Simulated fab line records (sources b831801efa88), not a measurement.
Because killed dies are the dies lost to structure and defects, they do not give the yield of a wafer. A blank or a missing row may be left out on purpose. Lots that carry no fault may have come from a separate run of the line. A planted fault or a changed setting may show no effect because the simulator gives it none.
fab line records | flow sky130
[record] lots = 12 wafers = 36 lastDay = 50
route steps=708 shown METAL3@565 VIA3@596 METAL4@622 PAD_OPEN@708
lots untouched by any fault: they come from a run of this same line in which no faults occurred
startH: start of the lot's first displayed wafer, in hours after the record's first day | waitH: hours elapsed since this lot's preceding step | " same as the row above | L1.1+2: one row covering several wafers at once | - no value present, or no start provided | * or withheld: withheld | < > ~ a bound
route shown NAME@n: a module of which the file shows steps, and the number in the route of the first | usual: the fault-free wafers' mean and standard deviation | same: alike in all rows | chamber/n: place in a boat | sites: each site's reading | _std_site: standard deviation of those values | _edge_site: mean of outer sites minus mean of inner sites | radiusMm: for every site, how far away it sits from the centre of the wafer | mask NAME#n: copy n | behind: the most recent tool/chamber to have shaped the wafer | hold: why the lot went on hold/how many hours it stayed there/how the hold came to an end | device: which transistor (n, p or np) failed to switch | end of line: the tests these same wafers got at the end of their route | step lacking rows: just its recipe | killed: the dies lost at the first sort to structure and to defects; this is not the yield of the wafer | map: a wafer's dies, x killed, . not, _ none there
set.NAME: the setting that was run; set.NAME@STEP: the one run at that earlier step | model.NAME: the simulator's own value behind a step, which no gauge read
a sample of lots followed through the steps of the route, with each step as a table and each wafer as a row
services: from which hour (startH, from the record's first day; less than 0 if before it) a tool's chamber was out of use, for how many hours, and why
[[steps]]
[step SKY_METAL3_DESCUM_15]
[recipe] chemistry = O2 sourcePowerW = 150 biasPowerW = 0 pressureMtorr = 10 tempC = 40 timeS = 8
[usual] drypumpMotorCurrentA = 5.6/0.56 oesProductAu = 0.993/0.0073
[same] timeS = 8
// columns lot.wafer tool chamber startH waitH drypumpMotorCurrentA oesProductAu rfHoursCounterH
L871.3 rieMetal-01 0 890.00 0.0 5.6 0.983 -
L871.5 " 0 " " 5.6 0.986 -
L871.6 " 0 " " 5.6 0.996 -
L873.3 rieMetal-01 1 907.48 0.0 5.2 0.998 -
L873.4 " 0 " " 5.6 0.986 -
L873.6 " 1 " " 5.2 1.000 -
L877.2 rieMetal-04 0 944.76 0.0 6.2 0.994 8
L877.3 " 1 " " 4.9 1.009 -
L877.6 " 1 " " 4.9 1.002 -
L878.1 rieMetal-04 1 950.01 0.0 4.9 0.996 18
L878.2 " 0 " " 6.2 0.989 9
L878.6 " 1 " " 4.9 1.003 -
L881.1 rieMetal-04 0 980.98 0.0 6.2 0.995 10
L881.2 " 1 " " 4.9 0.984 20
L881.3 " 0 " " 6.1 0.990 -
L884.1 rieMetal-01 0 993.67 0.0 5.6 0.990 13
L884.5 " 0 " " 5.6 0.996 -
L884.6 " 1 " " 5.2 0.993 -
L885.3 rieMetal-03 0 997.29 0.0 6.6 0.996 -
L885.4 " 1 " " 5.4 0.984 -
L885.6 " 0 " " 6.6 1.002 -
L887.1 rieMetal-04 1 1006.82 0.0 4.8 0.988 21
L887.3 " 0 " " 6.2 0.980 -
L887.5 " 1 " " 4.8 0.999 -
L888.1 rieMetal-03 0 1012.37 0.0 6.6 0.990 9
L888.3 " 0 " " 6.6 0.996 -
L888.6 " 1 " " 5.4 0.986 -
L889.2 rieMetal-01 0 1022.23 0.0 5.6 0.992 15
L889.3 " 0 " " 5.6 0.995 -
L889.6 " 0 " " 5.6 1.003 -
L893.1 rieMetal-04 0 1047.17 0.0 6.1 0.987 14
L893.2 " 1 " " 4.9 1.013 22
L893.4 " 0 " " 6.1 0.975 -
L894.2 rieMetal-01 1 1053.92 0.0 5.2 0.996 8
L894.3 " 0 " " 5.6 0.982 -
L894.4 " 1 " " 5.2 0.990 -
[step SKY_METAL3_METAL_ETCH_18]
[recipe] targetDepthA = 8450 stopOn = SiO2 overEtchFrac = 0.3 timeS = 183.1 chemistry = Cl2/BCl3 resistSidewallDeg = 88 pressureMtorr = 10 icpW = 900 biasW = 48.5 Cl2_flow_sccm = 60 bcl3FlowSccm = 30
[usual] drypumpMotorCurrentA = 5.7/0.56 oesProductAu = 0.865/0.0059 throttleValvePct = 22.263/0.0087
[same] overEtchFrac = 0.3 timeS = 183.1
// columns lot.wafer tool chamber startH waitH drypumpMotorCurrentA oesProductAu rfHoursCounterH throttleValvePct
L871.3 rieMetal-04 1 890.32 0.1 4.8 0.864 - 22.260
L871.5 " 0 " " 6.2 0.864 - 22.261
L871.6 " 1 " " 4.8 0.875 - 22.258
L873.3 rieMetal-04 1 907.68 0.1 4.8 0.857 - 22.263
L873.4 " 0 " " 6.1 0.860 - 22.252
L873.6 " 1 " " 4.9 0.867 - 22.266
L877.2 rieMetal-03 0 944.91 0.0 6.6 0.866 5 22.278
L877.3 " 0 " " 6.6 0.861 - 22.264
L877.6 " 0 " " 6.6 0.859 - 22.269
L878.1 rieMetal-01 0 950.16 0.0 5.6 0.868 11 22.267
L878.2 " 1 " " 5.2 0.864 2 22.258
L878.6 " 1 " " 5.2 0.864 - 22.270
L881.1 rieMetal-01 0 981.13 0.0 5.6 0.863 13 22.269
L881.2 " 1 " " 5.2 0.863 4 22.246
L881.3 " 1 " " 5.2 0.869 - 22.260
L884.1 rieMetal-03 0 993.82 0.0 6.5 0.866 8 22.245
L884.5 " 0 " " 6.5 0.864 - 22.267
L884.6 " 1 " " 5.4 0.856 - 22.256
L885.3 rieMetal-01 0 997.49 0.1 5.6 0.864 - 22.264
L885.4 " 1 " " 5.2 0.862 - 22.272
L885.6 " 0 " " 5.6 0.853 - 22.275
L887.1 rieMetal-03 1 1006.96 0.0 5.4 0.862 23 22.271
L887.3 " 0 " " 6.6 0.863 - 22.260
L887.5 " 0 " " 6.6 0.856 - 22.262
L888.1 rieMetal-01 0 1012.51 0.0 5.6 0.859 14 22.263
L888.3 " 0 " " 5.6 0.858 - 22.273
L888.6 " 1 " " 5.2 0.859 - 22.255
L889.2 rieMetal-04 0 1022.44 0.1 6.2 0.865 - 22.267
L889.3 " 0 " " 6.2 0.860 - 22.257
L889.6 " 0 " " 6.2 0.866 - 22.266
L893.1 rieMetal-01 1 1047.32 0.0 5.2 0.856 7 22.261
L893.2 " 0 " " 5.6 0.853 16 22.251
L893.4 " 0 " " 5.6 0.848 - 22.277
L894.2 rieMetal-03 1 1054.06 0.0 5.4 0.862 26 22.271
L894.3 " 1 " " 5.4 0.857 - 22.274
L894.4 " 0 " " 6.5 0.870 - 22.271
[step SKY_VIA3_THK_MEAS_23]
[recipe] thkMeasGauge = xrf reads = W_of_VIA3_CVD_21
[usual] VIA3_W_THK = 397/7.2
// columns lot.wafer tool chamber startH waitH VIA3_W_THK[nm]
L871.3 filmMetro-01 - 917.83 0.1 400
L871.5 " - " " 401
L871.6 " - " " 400
L873.3 filmMetro-01 - 934.39 0.1 404
L873.4 " - " " 409
L873.6 " - " " 411
L877.2 filmMetro-02 - 971.48 0.1 400
L877.3 " - " " 398
L877.6 " - " " 400
L878.1 filmMetro-02 - 976.48 0.1 393
L878.2 " - " " 397
L878.6 " - " " 392
L881.1 filmMetro-01 - 1007.09 0.1 412
L881.2 " - " " 410
L881.3 " - " " 411
L884.1 filmMetro-01 - 1019.12 0.1 401
L884.5 " - " " 401
L884.6 " - " " 401
L885.3 filmMetro-04 - 1023.11 0.1 390
L885.4 " - " " 385
L885.6 " - " " 395
L887.1 filmMetro-04 - 1032.82 0.1 404
L887.3 " - " " 406
L887.5 " - " " 405
L888.1 filmMetro-04 - 1037.15 0.1 407
L888.3 " - " " 402
L888.6 " - " " 406
L889.2 filmMetro-02 - 1047.32 0.1 396
L889.3 " - " " 392
L889.6 " - " " 392
L893.1 filmMetro-04 - 1070.53 0.1 392
L893.2 " - " " 390
L893.4 " - " " 392
L894.2 filmMetro-01 - 1076.69 0.1 391
L894.3 " - " " 392
L894.4 " - " " 391
[step SKY_METAL4_HMDS_06]
[recipe] primeTimeS = 60 primeTempC = 120
[usual] chillPlateTempC = 23.04/0.12 primeTempC = 119.98/0.12
// columns lot.wafer tool chamber startH waitH chillPlateTempC primeTempC
L871.3 lithoTrack-01 0 954.07 0.1 23.10 119.94
L871.5 " 0 " " 23.01 120.03
L871.6 " 0 " " 23.02 119.86
L873.3 lithoTrack-01 0 970.72 0.1 23.13 119.70
L873.4 " 0 " " 23.17 119.98
L873.6 " 0 " " 23.02 119.89
L877.2 lithoTrack-03 0 1006.41 0.1 23.01 120.08
L877.3 " 0 " " 23.07 120.15
L877.6 " 0 " " 23.21 120.22
L878.1 lithoTrack-01 0 1011.62 0.1 23.18 120.19
L878.2 " 0 " " 22.98 120.09
L878.6 " 0 " " 22.97 119.96
L881.1 lithoTrack-01 0 1042.27 0.1 23.08 119.86
L881.2 " 0 " " 23.04 119.97
L881.3 " 0 " " 22.85 120.04
L884.1 lithoTrack-01 0 1052.27 0.1 23.11 113.61
L884.5 " 0 " " 22.82 113.53
L884.6 " 0 " " 22.87 113.47
L885.3 lithoTrack-01 0 1055.62 0.1 22.76 113.73
L885.4 " 0 " " 22.95 113.53
L885.6 " 0 " " 23.01 113.52
L887.1 lithoTrack-03 0 1064.78 0.1 23.08 119.87
L887.3 " 0 " " 23.25 119.98
L887.5 " 0 " " 23.06 120.07
L888.1 lithoTrack-03 0 1070.13 0.1 22.99 119.99
L888.3 " 0 " " 22.91 119.77
L888.6 " 0 " " 23.00 119.94
L889.2 lithoTrack-03 0 1078.46 0.1 22.87 119.82
L889.3 " 0 " " 22.96 119.86
L889.6 " 0 " " 22.82 119.93
L893.1 lithoTrack-03 0 1100.23 0.1 22.99 119.95
L893.2 " 0 " " 23.17 119.98
L893.4 " 0 " " 23.02 119.81
L894.2 lithoTrack-03 0 1106.91 0.1 23.01 119.85
L894.3 " 0 " " 22.97 119.94
L894.4 " 0 " " 22.84 119.88
[step SKY_PAD_OPEN_PROBE_99]
[usual] defectLimitedYield = 82.5/1.9 killed_at_M0_to_M3 = 44/6.6 killed_at_M4_up = 3.0/2 killedAtContacts = 24/5.1 killedAtFrontEnd = 15/4.1 killedAtOther = 0.4/0.62 killedDies = 86/9.3 killedOpen = 46/6.8 killedShort = 40/5.8 sort_bin_3_pad_short = 0.8/0.4 sort_bin_5_function = 10.3/1.4 sort_bin_6_memory = 6.4/1 sortNPass = 406/9.3 sortYieldPct = 82.5/1.9
[same] grossDies = 492 killedAtBackSide = 0 sort_bin_4_leakage[%] = 0 sort_bin_8_speed[%] = 0
// columns lot.wafer tool chamber startH waitH defectLimitedYield[%] killed_at_M0_to_M3 killed_at_M4_up killedAtContacts killedAtFrontEnd killedAtOther killedDies killedOpen killedShort sort_bin_3_pad_short[%] sort_bin_5_function[%] sort_bin_6_memory[%] sortNPass sortYieldPct[%]
L885.3 prober-01 - 1150.60 0.2 79.5 47 5 31 18 0 101 51 50 0.4 13.0 7.1 391 79.5
L885.4 prober-01 - 1150.65 0.2 79.5 64 2 20 14 1 101 59 42 1.0 11.6 7.9 391 79.5
L885.6 prober-01 - 1150.75 0.2 83.7 45 2 22 11 0 80 44 36 0.8 10.6 4.9 412 83.7
L887.1 prober-01 - 1159.87 0.1 81.9 43 2 29 15 0 89 44 45 0.4 11.4 6.3 403 81.9
L887.3 prober-01 - 1159.97 0.2 79.3 59 2 25 15 1 102 58 44 1.0 10.6 9.1 390 79.3
L887.5 prober-01 - 1160.07 0.2 79.5 50 3 35 13 0 101 64 37 1.0 12.0 7.5 391 79.5
L888.1 prober-02 - 1164.68 0.1 81.9 48 7 23 10 1 89 49 40 1.0 10.0 7.1 403 81.9
L888.3 prober-02 - 1164.78 0.2 79.3 49 6 29 18 0 102 56 46 1.2 11.8 7.7 390 79.3
L888.6 prober-02 - 1164.93 0.2 80.9 60 4 17 13 0 94 53 40 0.8 11.4 6.9 398 80.9
L893.1 prober-02 - 1188.01 0.1 83.1 38 1 24 20 0 83 45 38 0.4 11.4 5.1 409 83.1
L893.2 prober-02 - 1188.06 0.1 80.7 50 3 27 15 0 95 58 37 1.6 12.4 5.3 397 80.7
L893.4 prober-02 - 1188.16 0.2 82.7 49 3 18 15 0 85 45 40 0.4 11.0 5.9 407 82.7
// killed by level:class
L885.3 CONTACT:geometricParticle:open=13 LI_CONTACT:geometricParticle:open=11 METAL1:geometricParticle:short=10 VIA1:geometricParticle:open=8 METAL2:geometricParticle:short=6 POLY_GATE:geometricParticle:short=5 VIA1:geometricParticle:short=5 VIA3:geometricParticle:open=5
L885.4 VIA1:geometricParticle:open=15 VIA3:geometricParticle:open=12 METAL1:geometricParticle:short=8 VIA2:geometricParticle:open=7 CONTACT:geometricParticle:open=7 VIA1:geometricParticle:short=7 POLY_GATE:geometricParticle:open=6 LI_CONTACT:geometricParticle:open=5
L885.6 VIA1:geometricParticle:open=12 CONTACT:geometricParticle:open=10 VIA1:geometricParticle:short=7 LI_CONTACT:geometricParticle:open=6 VIA3:geometricParticle:short=6 VIA2:geometricParticle:open=5 FIELD_ISO:geometricParticle:open=4 CONTACT:geometricParticle:short=4
L887.1 VIA1:geometricParticle:open=10 LOCAL_INTERCONNECT:geometricParticle:short=7 CONTACT:geometricParticle:open=7 FIELD_ISO:geometricParticle:short=6 VIA2:geometricParticle:open=6 CONTACT:geometricParticle:short=6 METAL2:geometricParticle:short=6 METAL1:geometricParticle:short=5
L887.3 VIA2:geometricParticle:open=13 CONTACT:geometricParticle:open=13 VIA1:geometricParticle:open=9 VIA3:geometricParticle:open=8 METAL2:geometricParticle:short=7 VIA3:geometricParticle:short=7 CONTACT:geometricParticle:short=6 FIELD_ISO:geometricParticle:open=5
L887.5 VIA1:geometricParticle:open=14 CONTACT:geometricParticle:open=12 LI_CONTACT:geometricParticle:open=11 VIA3:geometricParticle:open=8 LOCAL_INTERCONNECT:geometricParticle:short=7 METAL1:geometricParticle:short=7 CONTACT:geometricParticle:short=5 METAL1:geometricParticle:open=5
L888.1 CONTACT:geometricParticle:open=12 VIA3:geometricParticle:open=11 VIA1:geometricParticle:open=7 METAL4:geometricParticle:short=6 VIA3:geometricParticle:short=5 VIA1:geometricParticle:short=5 VIA2:geometricParticle:short=5 VIA2:geometricParticle:open=5
L888.3 CONTACT:geometricParticle:open=14 METAL1:geometricParticle:short=10 VIA1:geometricParticle:open=8 LI_CONTACT:geometricParticle:open=6 VIA2:geometricParticle:open=6 METAL4:geometricParticle:short=6 POLY_GATE:geometricParticle:short=5 CONTACT:geometricParticle:short=5
L888.6 VIA1:geometricParticle:open=18 METAL1:geometricParticle:short=10 VIA2:geometricParticle:open=9 VIA3:geometricParticle:open=6 LOCAL_INTERCONNECT:geometricParticle:short=5 FIELD_ISO:geometricParticle:open=4 POLY_GATE:geometricParticle:open=4 LI_CONTACT:geometricParticle:open=4
L893.1 CONTACT:geometricParticle:open=11 VIA1:geometricParticle:open=11 POLY_GATE:geometricParticle:open=6 POLY_GATE:geometricParticle:short=5 LI_CONTACT:geometricParticle:open=5 METAL1:geometricParticle:short=5 METAL2:geometricParticle:short=5 VIA2:geometricParticle:open=4
L893.2 VIA1:geometricParticle:open=15 METAL2:geometricParticle:short=14 CONTACT:geometricParticle:open=11 LI_CONTACT:geometricParticle:open=8 FIELD_ISO:geometricParticle:open=7 VIA1:geometricParticle:short=6 CONTACT:geometricParticle:short=5 VIA2:geometricParticle:open=5
L893.4 VIA1:geometricParticle:open=14 CONTACT:geometricParticle:open=7 METAL1:geometricParticle:short=7 VIA1:geometricParticle:short=7 POLY_GATE:geometricParticle:open=6 METAL3:geometricParticle:short=4 LI_CONTACT:geometricParticle:open=4 VIA3:geometricParticle:open=4
[[services]]
// columns tool chamber startH hours kind
rieMetal-01 1 882.16 - clean
rieMetal-01 1 882.16 15.7 scheduledDown
rieMetal-01 1 882.16 15.7 ventCycle
rieMetal-04 - 937.60 1.5 repair
lithoTrack-01 - 1008.96 - consumableReplace:filter
rieMetal-04 1 1010.47 11.9 repair
rieMetal-01 - 1033.87 2.8 pm
lithoTrack-01 - 1040.92 - consumableReplace:filter
rieMetal-04 1 1055.00 - clean
rieMetal-04 1 1055.00 21.9 scheduledDown
rieMetal-04 1 1055.00 21.9 ventCycle
rieMetal-03 0 1068.25 6.1 repair
rieMetal-01 - 1076.49 0.7 repair
rieMetal-03 1 1078.08 8.3 repair
rieMetal-03 - 1082.06 1.4 pm
rieMetal-03 1 1102.17 - clean
rieMetal-03 1 1102.17 13.2 scheduledDown
rieMetal-03 1 1102.17 13.2 ventCycle
[[key]]
[firstSign] step = SKY_METAL4_HMDS_06 reading = primeTempC direction = down sigmas = 52 usual = * struck = *
effect none on later readings
metAt SKY_METAL4_HMDS_06
struckLots L884,L885
notActingAt SKY_METAL3_DESCUM_15,SKY_METAL3_METAL_ETCH_18,SKY_VIA3_THK_MEAS_23
onsetBetween 1042.27 1052.27
[fault] kind = processParameterDrift tool = lithoTrack-01 chamber = - onsetH = 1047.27 steps = SKY_METAL4_HMDS_06 channel = primeTempC offset = * shape = step endH = 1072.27 actsIn = * stated = *
